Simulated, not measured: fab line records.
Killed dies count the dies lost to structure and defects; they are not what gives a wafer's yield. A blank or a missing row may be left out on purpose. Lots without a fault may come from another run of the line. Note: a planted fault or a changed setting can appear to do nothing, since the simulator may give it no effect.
fab line records | flow sfqLine
record: lots: 6 | wafers: 17 | lastDay: 91
route steps=325 shown M7@285 I7@296
lots that met no fault: taken from a fault-free run of the same line
startH: start of the lot's first displayed wafer, in hours after the record's first day | waitH: hours elapsed since this lot's preceding step | " the same as in the row above | L1.1+2: a single row standing in for several wafers | - either no value or no given start | * or withheld: withheld | < > ~ a bound
route shown NAME@n: NAME is a module with steps in the file, n the number in the route of the first one | usual: mean/standard deviation of fault-free wafers | same: alike in all rows | chamber/n: place in a boat | sites: the reading at each site | _std_site: the values' standard deviation | _edge_site: outer sites' mean less inner sites' | radiusMm: how far each site lies from the wafer's centre | mask NAME#n: copy n | behind: tool/chamber where the wafer was last shaped | hold: reason for holding the lot/hours on hold/outcome of the hold | device: the transistor (n, p or np) that didn't switch | end of line: tests run on the same wafers once the route is complete | a step given without rows: its recipe and nothing more | killed: dies lost to structure and defects at the first sort, not the wafer's yield | map: the dies of a wafer, with x for killed, . for not killed, _ for no die there
set.NAME: the setting as run; set.NAME@STEP: as run at that earlier step | model.NAME: the simulator's own value behind a step, which no gauge read
lots at selected steps of the route; one table per step, one row per wafer
services: from which hour (startH, from the record's first day; less than 0 if before it) a tool's chamber was out of use, for how many hours, and why
== steps ==
step: SFQ_TRILAYER_M7_LITHO_COAT_182
recipe: resist: BARC | spinRpm: 3000 | resistThkNm: 62
step: SFQ_TRILAYER_M7_LITHO_COAT_177
recipe: resist: KrF | spinRpm: 3000 | resistThkNm: 600
step: SFQ_TRILAYER_M7_LITHO_SOFTBAKE_181
recipe: tempC: withheld | timeS: withheld | resist: KrF
step: SFQ_TRILAYER_M7_LITHO_EXPOSE_178
recipe: maskId: M7 | na: 0.6 | sourceShape: conventional | sigmaOuter: 0.65 | targetCdNm: 500 | doseMj: 14.4
step: SFQ_TRILAYER_M7_LITHO_PEB_180
recipe: pebTempC: 115 | pebTimeS: 60 | resist: KrF
step: SFQ_TRILAYER_M7_LITHO_DEVELOP_179
recipe: timeS: 60 | resist: KrF
step: SFQ_M7_OVL_MEAS_945
usual: M7_OVL: -2/4.3
lot.wafer | tool       | chamber | startH  | waitH | M7_OVL[nm]
L890.1    | overlay-02 | -       | 1812.22 | 0.1   | -5
L890.2    | "          | -       | "       | "     | -4
L890.5    | "          | -       | "       | "     | -5
L892.1    | overlay-02 | -       | 1820.62 | 0.1   | 9
L892.2    | "          | -       | "       | "     | 3
L892.3    | "          | -       | "       | "     | 4
L901.1    | overlay-01 | -       | 2035.22 | 0.1   | 2
L901.4    | "          | -       | "       | "     | 5
L902.3    | overlay-01 | -       | 2038.83 | 0.1   | -6
L902.4    | "          | -       | "       | "     | -9
L902.6    | "          | -       | "       | "     | -4
L906.1    | overlay-01 | -       | 2089.15 | 0.1   | 5
L906.3    | "          | -       | "       | "     | -2
L906.4    | "          | -       | "       | "     | 4
L907.2    | overlay-02 | -       | 2108.90 | 0.1   | 4
L907.4    | "          | -       | "       | "     | -2
L907.6    | "          | -       | "       | "     | 3
step: SFQ_TRILAYER_M7_BARC_OPEN_METAL_ETCH_229
recipe: maskMaterial: PR | chemistry: O2 | targetDepthNm: 125 | target: BARC | icpW: 600 | biasW: 80 | pressureMtorr: 10 | timeS: 41.7
usual: biasW: 80.03/0.24 | drypumpMotorCurrentA: 5.71/0.22 | oesProductAu: 0.686/0.0047
lot.wafer | tool        | chamber | startH  | waitH | biasW | drypumpMotorCurrentA | oesProductAu | rfHoursCounterH
L890.1    | rieMetal-03 | 0       | 1812.25 | 0.0   | 80.20 | 5.89                 | 0.688        | 95
L890.2    | "           | 1       | "       | "     | 79.88 | 5.75                 | 0.685        | 59
L890.5    | "           | 0       | "       | "     | 80.28 | 5.92                 | 0.689        | -
L892.1    | rieMetal-01 | 0       | 1820.65 | 0.0   | 80.02 | 5.52                 | 0.693        | 119
L892.2    | "           | 1       | "       | "     | 80.01 | 5.43                 | 0.683        | 97
L892.3    | "           | 1       | "       | "     | 79.84 | 5.45                 | 0.680        | -
L901.1    | rieMetal-04 | 1       | 2035.26 | 0.0   | 80.17 | 6.15                 | 0.680        | 73
L901.4    | "           | 1       | "       | "     | 80.51 | 6.16                 | 0.683        | -
L902.3    | rieMetal-03 | 0       | 2038.88 | 0.0   | 79.98 | 5.93                 | 0.683        | -
L902.4    | "           | 1       | "       | "     | 80.17 | 5.77                 | 0.685        | -
L902.6    | "           | 1       | "       | "     | 80.01 | 5.74                 | 0.686        | -
L906.1    | rieMetal-04 | 0       | 2089.19 | 0.0   | 80.12 | 5.75                 | 0.681        | 114
L906.3    | "           | 1       | "       | "     | 80.30 | 6.15                 | 0.694        | -
L906.4    | "           | 0       | "       | "     | 80.22 | 5.78                 | 0.680        | -
L907.2    | rieMetal-01 | 0       | 2108.95 | 0.0   | 79.62 | 5.52                 | 0.684        | -
L907.4    | "           | 0       | "       | "     | 79.62 | 5.52                 | 0.681        | -
L907.6    | "           | 0       | "       | "     | 79.56 | 5.52                 | 0.684        | -
step: SFQ_TRILAYER_M7_ETCH_METAL_ETCH_180
recipe: target: Nb | stopOn: SiO2 | maskMaterial: PR | chemistry: Cl2/Ar | targetDepthNm: 240 | icpW: 600 | biasW: 80 | pressureMtorr: 10 | timeS: 120
usual: biasW: 79.97/0.21 | drypumpMotorCurrentA: 5.71/0.22 | oesProductAu: 0.894/0.0064
lot.wafer | tool        | chamber | startH  | waitH | biasW | drypumpMotorCurrentA | oesProductAu | rfHoursCounterH
L890.1    | rieMetal-03 | 0       | 1812.31 | 0.0   | 79.83 | 5.93                 | 0.892        | 95
L890.2    | "           | 1       | "       | "     | 79.84 | 5.75                 | 0.900        | 59
L890.5    | "           | 0       | "       | "     | 79.78 | 5.88                 | 0.903        | -
L892.1    | rieMetal-01 | 0       | 1820.71 | 0.0   | 79.89 | 5.54                 | 0.893        | 119
L892.2    | "           | 1       | "       | "     | 79.78 | 5.42                 | 0.894        | 97
L892.3    | "           | 1       | "       | "     | 79.79 | 5.44                 | 0.897        | -
L901.1    | rieMetal-04 | 1       | 2035.32 | 0.0   | 80.07 | 6.15                 | 0.883        | 73
L901.4    | "           | 1       | "       | "     | 80.24 | 6.15                 | 0.901        | -
L902.3    | rieMetal-03 | 0       | 2038.96 | 0.1   | 79.93 | 5.90                 | 0.912        | -
L902.4    | "           | 1       | "       | "     | 79.83 | 5.77                 | 0.905        | -
L902.6    | "           | 1       | "       | "     | 79.81 | 5.75                 | 0.896        | -
L906.1    | rieMetal-04 | 0       | 2089.25 | 0.0   | 80.07 | 5.77                 | 0.886        | 114
L906.3    | "           | 1       | "       | "     | 79.93 | 6.15                 | 0.898        | -
L906.4    | "           | 0       | "       | "     | 80.20 | 5.78                 | 0.892        | -
L907.2    | rieMetal-01 | 0       | 2109.09 | 0.1   | 79.97 | 5.52                 | 0.895        | -
L907.4    | "           | 0       | "       | "     | 80.39 | 5.53                 | 0.897        | -
L907.6    | "           | 0       | "       | "     | 80.38 | 5.52                 | 0.901        | -
step: SFQ_TRILAYER_M7_STRIP_STRIP_181
recipe: gas: O2 | powerW: 200 | platenTempC: 40 | overashFraction: 0.65 | chemistry: O2 | pressureMtorr: 50
usual: drypumpMotorCurrentA: 5.70/0.22 | oesProductAu: 1.001/0.0086
lot.wafer | tool        | chamber | startH  | waitH | drypumpMotorCurrentA | oesProductAu | rfHoursCounterH
L890.1    | rieMetal-03 | 0       | 1812.44 | 0.1   | 5.91                 | 1.000        | 95
L890.2    | "           | 1       | "       | "     | 5.76                 | 1.001        | 60
L890.5    | "           | 0       | "       | "     | 5.93                 | 0.990        | -
L892.1    | rieMetal-01 | 0       | 1820.84 | 0.1   | 5.50                 | 1.023        | 119
L892.2    | "           | 1       | "       | "     | 5.44                 | 1.012        | 97
L892.3    | "           | 1       | "       | "     | 5.44                 | 1.009        | -
L901.1    | rieMetal-04 | 1       | 2035.44 | 0.1   | 6.14                 | 1.004        | 73
L901.4    | "           | 1       | "       | "     | 6.16                 | 0.992        | -
L902.3    | rieMetal-03 | 0       | 2039.24 | 0.2   | 5.92                 | 1.003        | -
L902.4    | "           | 1       | "       | "     | 5.76                 | 0.998        | -
L902.6    | "           | 1       | "       | "     | 5.75                 | 0.988        | -
L906.1    | rieMetal-04 | 0       | 2089.37 | 0.1   | 5.77                 | 0.992        | 115
L906.3    | "           | 1       | "       | "     | 6.14                 | 1.002        | -
L906.4    | "           | 0       | "       | "     | 5.78                 | 0.998        | -
L907.2    | rieMetal-01 | 0       | 2109.50 | 0.4   | 5.49                 | 1.009        | -
L907.4    | "           | 0       | "       | "     | 5.52                 | 1.009        | -
L907.6    | "           | 0       | "       | "     | 5.51                 | 0.996        | -
step: SFQ_TRILAYER_M7_STRIP_SOLV_CLEAN_182
recipe: chemistry: NMP | tempC: 70 | timeS: 600
step: SFQ_TRILAYER_I7_DEP_PECVD_183
recipe: material: SiO2 | tempC: 150 | timeS: 111.11 | pressureTorr: 2.4 | rfW: 183.3 | precursor: SiH4/N2O | targetThkNm: 500
usual: heaterPowerW: 90/13 | throttleValvePct: 24.1/1.2
lot.wafer | tool     | chamber | startH  | waitH | heaterPowerW | throttleValvePct
L890.1    | pecvd-02 | 0       | 1813.39 | 0.0   | 91           | 22.9
L890.2    | "        | 1       | "       | "     | 98           | 26.7
L890.5    | "        | 2       | "       | "     | 86           | 23.9
L892.1    | pecvd-01 | 2       | 1821.79 | 0.0   | 88           | 24.9
L892.2    | "        | 0       | "       | "     | 83           | 23.7
L892.3    | "        | 1       | "       | "     | 121          | 22.5
L901.1    | pecvd-03 | 0       | 2036.22 | 0.0   | 75           | 25.2
L901.4    | "        | 2       | "       | "     | 106          | 23.6
L902.3    | pecvd-02 | 1       | 2039.83 | 0.0   | 103          | 27.3
L902.4    | "        | 1       | "       | "     | 107          | 27.4
L902.6    | "        | 2       | "       | "     | 88           | 24.2
L906.1    | pecvd-03 | 1       | 2090.15 | 0.0   | 85           | 23.5
L906.3    | "        | 2       | "       | "     | 108          | 24.0
L906.4    | "        | 2       | "       | "     | 88           | 23.8
L907.2    | pecvd-03 | 0       | 2110.68 | 0.0   | 78           | 25.2
L907.4    | "        | 0       | "       | "     | 80           | 25.3
L907.6    | "        | 1       | "       | "     | 74           | 23.4
step: SFQ_TRILAYER_I7_CMP_CMP_184
recipe: material: SiO2 | downForcePsi: 3 | platenRpm: 60 | padVelocityMS: 0.94248
usual: motorCurrentA: 10.0/1.1 | timeToEndpointS: 217/8.1
lot.wafer | tool   | chamber | startH  | waitH | motorCurrentA | timeToEndpointS | model.SiO2_of_TRILAYER_I7_DEP_PECVD_183.thkNm
L890.1    | cmp-02 | 3       | 1820.51 | 7.1   | 11.3          | 213             | 199.8
L890.2    | "      | 0       | "       | "     | 10.5          | 218             | 203.2
L890.5    | "      | 2       | 1822.01 | 8.5   | 8.2           | 218             | 200.5
L892.3    | cmp-02 | 0       | 1836.30 | 14.5  | 10.6          | 223             | 201.7
L892.1    | "      | 2       | 1837.30 | 15.5  | 7.9           | 221             | 201.8
L892.2    | "      | 3       | "       | "     | 12.0          | 203             | 200.2
L901.1    | cmp-02 | 1       | 2038.70 | 2.4   | 9.9           | 228             | 201.6
L901.4    | "      | 0       | 2040.20 | 3.9   | 10.1          | 198             | 251.3
L902.4    | cmp-02 | 1       | 2041.70 | 1.8   | 9.8           | 199             | 250
L902.3    | "      | 2       | "       | "     | 8.0           | 238             | 200.4
L902.6    | "      | 1       | 2043.70 | 3.8   | 10.1          | 226             | 199.3
L906.3    | cmp-01 | 1       | 2090.73 | 0.5   | 11.3          | 208             | 198.3
L906.4    | "      | 2       | "       | "     | 10.3          | 210             | 199.5
L906.1    | "      | 3       | "       | "     | 10.4          | 212             | 200
L907.4    | cmp-01 | 0       | 2111.75 | 1.0   | 9.4           | 227             | 200.1
L907.2    | "      | 1       | "       | "     | 11.1          | 223             | 200.9
L907.6    | "      | 3       | 2113.25 | 2.5   | 10.7          | 220             | 200.1
step: SFQ_I7_BOW_MEAS_946
recipe: mode: bow
usual: I7_BOW: 7/11
lot.wafer | tool         | chamber | startH  | waitH | I7_BOW[um]
L890.1    | filmMetro-02 | -       | 1823.01 | 2.0   | 13
L890.2    | "            | -       | "       | "     | 15
L890.5    | "            | -       | "       | "     | 15
L892.1    | filmMetro-02 | -       | 1839.30 | 1.5   | 11
L892.2    | "            | -       | "       | "     | 25
L892.3    | "            | -       | "       | "     | 12
L901.1    | filmMetro-01 | -       | 2041.70 | 2.5   | -6
L901.4    | "            | -       | "       | "     | -15
L902.3    | filmMetro-03 | -       | 2044.74 | 2.0   | 7
L902.4    | "            | -       | "       | "     | 15
L902.6    | "            | -       | "       | "     | 13
L906.1    | filmMetro-02 | -       | 2093.23 | 1.0   | 22
L906.3    | "            | -       | "       | "     | 19
L906.4    | "            | -       | "       | "     | 13
L907.2    | filmMetro-03 | -       | 2113.77 | 1.0   | 5
L907.4    | "            | -       | "       | "     | 14
L907.6    | "            | -       | "       | "     | 16
step: SFQ_TRILAYER_I7_METRO_MEASURE_185
usual: thkNm: 200.4/1.1
lot.wafer | tool         | chamber | startH  | waitH | thkNm
L890.1    | filmMetro-02 | -       | 1823.13 | 0.1   | 199.9
L890.2    | "            | -       | "       | "     | 203.2
L890.5    | "            | -       | "       | "     | 200.4
L892.1    | filmMetro-02 | -       | 1839.42 | 0.1   | 201.8
L892.2    | "            | -       | "       | "     | 200.2
L892.3    | "            | -       | "       | "     | 201.7
L901.1    | filmMetro-01 | -       | 2041.82 | 0.1   | 201.7
L901.4    | "            | -       | "       | "     | 251.3
L902.3    | filmMetro-03 | -       | 2045.22 | 0.5   | 200.4
L902.4    | "            | -       | "       | "     | 250.1
L902.6    | "            | -       | "       | "     | 199.3
L906.1    | filmMetro-02 | -       | 2093.35 | 0.1   | 199.9
L906.3    | "            | -       | "       | "     | 198.3
L906.4    | "            | -       | "       | "     | 199.6
L907.2    | filmMetro-03 | -       | 2114.07 | 0.3   | 200.9
L907.4    | "            | -       | "       | "     | 200.1
L907.6    | "            | -       | "       | "     | 200.3
step: SFQ_TRILAYER_I7_VIA_LITHO_COAT_192
recipe: resist: BARC | spinRpm: 3000 | resistThkNm: 62
step: SFQ_TRILAYER_I7_VIA_LITHO_COAT_187
recipe: resist: KrF | spinRpm: 3000 | resistThkNm: 650
step: SFQ_TRILAYER_I7_VIA_LITHO_SOFTBAKE_191
recipe: tempC: withheld | timeS: withheld | resist: KrF
step: SFQ_TRILAYER_I7_VIA_LITHO_EXPOSE_188
recipe: maskId: I7 | na: 0.6 | sourceShape: conventional | sigmaOuter: 0.65 | targetCdNm: 1000 | doseMj: 21.3
step: SFQ_TRILAYER_I7_VIA_LITHO_PEB_190
recipe: pebTempC: 115 | pebTimeS: 60 | resist: KrF
step: SFQ_TRILAYER_I7_VIA_LITHO_DEVELOP_189
recipe: timeS: 60 | resist: KrF
step: SFQ_I7_OVL_MEAS_947
usual: I7_OVL: -4/4.9
lot.wafer | tool       | chamber | startH  | waitH | I7_OVL[nm]
L890.1    | overlay-01 | -       | 1914.17 | 0.1   | -5
L890.2    | "          | -       | "       | "     | -6
L890.5    | "          | -       | "       | "     | -8
L892.1    | overlay-02 | -       | 1938.42 | 0.1   | -7
L892.2    | "          | -       | "       | "     | -4
L892.3    | "          | -       | "       | "     | 0
L901.1    | overlay-01 | -       | 2047.02 | 0.1   | 7
L901.4    | "          | -       | "       | "     | 3
L902.3    | overlay-01 | -       | 2048.28 | 0.1   | -7
L902.4    | "          | -       | "       | "     | -6
L902.6    | "          | -       | "       | "     | -2
L906.1    | overlay-01 | -       | 2096.80 | 0.1   | -5
L906.3    | "          | -       | "       | "     | -7
L906.4    | "          | -       | "       | "     | -5
L907.2    | overlay-01 | -       | 2183.55 | 0.1   | 2
L907.4    | "          | -       | "       | "     | 2
L907.6    | "          | -       | "       | "     | 0
step: SFQ_TRILAYER_I7_VIA_BARC_OPEN_VIA_ETCH_260
recipe: maskMaterial: PR | chemistry: O2 | targetDepthNm: 125 | target: BARC | sourceW: 500 | biasW: 80 | pressureMtorr: 30 | timeS: 41.7
usual: biasW: 79.98/0.22 | drypumpMotorCurrentA: 5.8/0.43 | oesProductAu: 0.685/0.005
lot.wafer | tool       | chamber | startH  | waitH | biasW | drypumpMotorCurrentA | oesProductAu | rfHoursCounterH
L890.1    | rieDiel-01 | 0       | 1914.20 | 0.0   | 79.81 | 5.6                  | 0.690        | 2
L890.2    | "          | 2       | "       | "     | 80.00 | 5.9                  | 0.688        | 18
L890.5    | "          | 3       | "       | "     | 79.98 | 6.7                  | 0.683        | -
L892.1    | rieDiel-03 | 1       | 1938.45 | 0.0   | 80.13 | 6.5                  | 0.693        | 3
L892.2    | "          | 2       | "       | "     | 79.88 | 5.9                  | 0.686        | 6
L892.3    | "          | 0       | "       | "     | 80.10 | 5.3                  | 0.685        | 5
L901.1    | rieDiel-02 | 2       | 2047.06 | 0.0   | 80.14 | 6.0                  | 0.679        | 18
L901.4    | "          | 3       | "       | "     | 79.86 | 5.6                  | 0.686        | 10
L902.3    | rieDiel-01 | 2       | 2048.30 | 0.0   | 80.03 | 5.9                  | 0.676        | 2
L902.4    | "          | 0       | "       | "     | 79.94 | 5.6                  | 0.687        | 4
L902.6    | "          | 3       | "       | "     | 79.84 | 6.7                  | 0.686        | -
L906.1    | rieDiel-01 | 0       | 2096.83 | 0.0   | 80.18 | 5.6                  | 0.688        | 6
L906.3    | "          | 1       | "       | "     | 79.58 | 5.4                  | 0.687        | 5
L906.4    | "          | 2       | "       | "     | 80.02 | 5.9                  | 0.681        | 3
L907.2    | rieDiel-01 | 0       | 2183.58 | 0.0   | 79.78 | 5.6                  | 0.686        | 6
L907.4    | "          | 2       | "       | "     | 79.85 | 5.9                  | 0.675        | 3
L907.6    | "          | 3       | "       | "     | 79.99 | 6.7                  | 0.690        | -
step: SFQ_TRILAYER_I7_VIA_ETCH_VIA_ETCH_190
recipe: target: SiO2 | stopOn: Nb | maskMaterial: PR | taperDeg: 20 | chemistry: CHF3 | targetDepthNm: 260 | sourceW: 500 | biasW: 80 | pressureMtorr: 30 | timeS: withheld
usual: biasW: 79.99/0.23 | drypumpMotorCurrentA: 5.8/0.43 | oesProductAu: 0.856/0.0051
lot.wafer | tool       | chamber | startH  | waitH | biasW | drypumpMotorCurrentA | oesProductAu | model.etch.depthNm | model.I7.featureDepthNm
L890.1    | rieDiel-01 | 0       | 1914.24 | 0.0   | 79.65 | 5.6                  | 0.854        | 199.8              | 199.8
L890.2    | "          | 2       | "       | "     | 79.98 | 5.9                  | 0.861        | 203.2              | 203.2
L890.5    | "          | 3       | "       | "     | 80.07 | 6.7                  | 0.853        | 200.5              | 200.5
L892.1    | rieDiel-03 | 1       | 1938.49 | 0.0   | 79.84 | 6.5                  | 0.856        | 201.8              | 201.8
L892.2    | "          | 2       | "       | "     | 79.77 | 5.9                  | 0.855        | 200.2              | 200.2
L892.3    | "          | 0       | "       | "     | 80.46 | 5.3                  | 0.858        | 201.7              | 201.7
L901.1    | rieDiel-02 | 2       | 2047.10 | 0.0   | 79.66 | 6.0                  | 0.865        | 201.6              | 201.6
L901.4    | "          | 3       | "       | "     | 79.97 | 5.6                  | 0.966        | 251.3              | 251.3
L902.3    | rieDiel-01 | 2       | 2048.34 | 0.0   | 79.72 | 5.9                  | 0.860        | 200.4              | 200.4
L902.4    | "          | 0       | "       | "     | 79.62 | 5.6                  | 0.979        | 250                | 250
L902.6    | "          | 3       | "       | "     | 79.81 | 6.6                  | 0.864        | 199.3              | 199.3
L906.1    | rieDiel-01 | 0       | 2096.87 | 0.0   | 80.12 | 5.6                  | 0.860        | 200                | 200
L906.3    | "          | 1       | "       | "     | 79.79 | 5.4                  | 0.858        | 198.3              | 198.3
L906.4    | "          | 2       | "       | "     | 80.32 | 5.9                  | 0.855        | 199.5              | 199.5
L907.2    | rieDiel-01 | 0       | 2183.62 | 0.0   | 80.18 | 5.6                  | 0.849        | 200.9              | 200.9
L907.4    | "          | 2       | "       | "     | 79.81 | 5.9                  | 0.858        | 200.1              | 200.1
L907.6    | "          | 3       | "       | "     | 80.31 | 6.7                  | 0.863        | 200.1              | 200.1
step: SFQ_TRILAYER_I7_VIA_STRIP_STRIP_191
recipe: gas: O2 | powerW: 200 | platenTempC: 40 | overashFraction: 0.65 | chemistry: O2 | pressureMtorr: 50
== services ==
tool         | chamber | startH  | hours | kind
rieMetal-04  | -       | 1804.38 | 14.6  | pm
filmMetro-02 | -       | 1807.85 | 1.1   | pm
rieMetal-04  | -       | 1842.25 | 0.8   | repair
rieMetal-04  | 1       | 1879.19 | 17.4  | repair
rieDiel-01   | 0       | 1883.17 | 6.2   | repair
rieDiel-01   | 2       | 1888.82 | 1.4   | repair
rieDiel-01   | 0       | 1902.57 | 3.4   | repair
cmp-02       | -       | 1907.58 | 3.4   | repair
rieMetal-03  | -       | 1921.86 | 2.8   | pm
rieDiel-01   | 2       | 1926.34 | 1.8   | repair
cmp-02       | -       | 1930.16 | 0.3   | repair
cmp-02       | -       | 1939.08 | 4.0   | pm
filmMetro-02 | -       | 1939.47 | 0.3   | pm
rieMetal-04  | 0       | 1944.04 | 10.8  | repair
rieDiel-01   | -       | 1945.60 | 2.8   | pm
rieDiel-01   | 2       | 1954.18 | 2.8   | repair
rieMetal-03  | 0       | 1993.56 | 3.7   | repair
cmp-02       | -       | 2001.46 | 0.5   | repair
rieMetal-04  | -       | 2002.76 | 4.1   | repair
cmp-02       | -       | 2016.94 | 3.1   | repair
rieDiel-01   | 2       | 2102.81 | 16.6  | repair
cmp-02       | -       | 2131.92 | 5.9   | pm
rieDiel-01   | 1       | 2169.23 | 3.4   | repair
cmp-02       | -       | 2180.91 | 0.5   | repair
== key ==
firstSign: step: SFQ_TRILAYER_I7_METRO_MEASURE_185 | reading: thkNm | direction: up | sigmas: 46 | usual: 200.4 | struck: 250.7
effect: step: SFQ_TRILAYER_I7_VIA_ETCH_VIA_ETCH_190 | reading: oesProductAu | direction: up | sigmas: 23 | usual: 0.856 | struck: 0.972
modelEffect: step: SFQ_TRILAYER_I7_CMP_CMP_184 | value: SiO2_of_TRILAYER_I7_DEP_PECVD_183.thkNm | without: 200.7 | struck: 250.7
modelEffect: step: SFQ_TRILAYER_I7_VIA_ETCH_VIA_ETCH_190 | value: etch.depthNm | without: 200.7 | struck: 250.7
metAt SFQ_TRILAYER_I7_CMP_CMP_184
struckWafers L901.4,L902.4
onsetBetween 1836.30 2038.70
fault: kind: processParameterDrift | tool: cmp-02 | chamber: - | onsetH: 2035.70 | steps: SFQ_TRILAYER_I7_CMP_CMP_184 | channel: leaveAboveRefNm | offset: 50 | shape: step | endH: 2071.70 | scope: struckWafersOnly | actsIn: theseRecipesOnly | stated: 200
